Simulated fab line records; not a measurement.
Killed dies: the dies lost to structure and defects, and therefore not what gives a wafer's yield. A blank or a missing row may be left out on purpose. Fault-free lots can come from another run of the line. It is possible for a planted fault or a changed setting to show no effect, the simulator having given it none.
Chamber matching ; flow sky130 ; 4 sister chambers for SKY_PAD_OPEN_ETCH_07 on rieDiel-03
The step etches the open film in CF4/O2, stops on AlCu, target depth 725 nm, time 161.1 s. 24 wafers are shown with their chamber, then 12 later ones without.

## WAFERS, EACH WITH ITS CHAMBER
wafer;chamber;drypumpMotorCurrentA (A);oesProductAu (a.u.);throttleValvePct (%)
L076.1;2;5.7;0.975;5.962
L076.2;1;5.1;0.977;5.961
L076.3;0;5.2;0.974;5.966
L076.4;3;5.8;0.980;5.967
L076.5;2;5.8;0.986;5.958
L076.6;3;5.9;0.977;5.958
L077.1;1;5.1;0.967;5.959
L077.2;3;5.9;0.973;5.970
L077.3;0;5.2;0.975;5.974
L077.4;2;5.8;0.983;5.957
L077.5;3;5.8;0.980;5.961
L077.6;0;5.2;0.987;5.963
L079.1;1;5.1;0.960;5.959
L079.4;3;5.8;0.974;5.959
L079.6;2;5.7;0.973;5.972
L081.1;1;5.1;0.974;5.954
L081.4;0;5.2;0.987;5.957
L081.5;2;5.7;0.973;5.979
L084.2;3;5.8;0.962;5.968
L084.5;0;5.2;0.976;5.971
L084.6;1;5.1;0.976;5.960
L083.1;1;5.1;0.967;5.966
L083.2;2;5.7;0.968;5.953
L083.4;3;5.8;0.977;5.971

SIGNATURES (means of the wafers above)
reading;chamber 0;chamber 1;chamber 2;chamber 3;scatter within a chamber
drypumpMotorCurrentA;5.200;5.100;5.733;5.829;0.0372
oesProductAu;0.97980;0.97017;0.97633;0.97471;0.00654
throttleValvePct;5.96620;5.95983;5.96350;5.96486;0.0068
Rule: distance of a wafer from a chamber = root of the sum over the readings of ((wafer's reading minus chamber's mean) / reading's scatter) squared. The wafer belongs to the nearest chamber; if the next one is less than 2 further off, it can't be placed. The scatter: the root of (the sum of the squares of (reading less its chamber's mean) over the shown wafers, divided by (wafers less chambers)).

## WAFERS WHOSE CHAMBER IS MISSING
wafer;drypumpMotorCurrentA (A);oesProductAu (a.u.);throttleValvePct (%)
L086.1;5.1;0.983;5.955
L086.3;5.9;0.967;5.968
L086.5;5.7;0.981;5.968
L085.3;5.7;0.966;5.961
L085.4;5.8;0.984;5.966
L085.5;5.8;0.977;5.956
L089.1;5.7;0.968;5.965
L089.2;5.8;0.968;5.963
L089.4;5.2;0.986;5.962
L094.2;5.2;0.961;5.933
L094.3;5.1;0.967;5.978
L094.5;5.7;0.975;5.967

## THE CHAMBER EACH PASSED THROUGH
wafer;from the rows above;in truth
L086.1;can't be placed: 1 or 0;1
L086.3;3;3
L086.5;2;2
L085.3;can't be placed: 2 or 3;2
L085.4;can't be placed: 3 or 2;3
L085.5;can't be placed: 3 or 2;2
L089.1;2;2
L089.2;can't be placed: 3 or 2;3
L089.4;0;0
L094.2;can't be placed: 1 or 0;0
L094.3;can't be placed: 1 or 0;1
L094.5;2;2
5 of 12 placed correctly. Can't be placed from these rows: 7 (the true chamber is among the candidates in 7). Placed wrongly: 0.
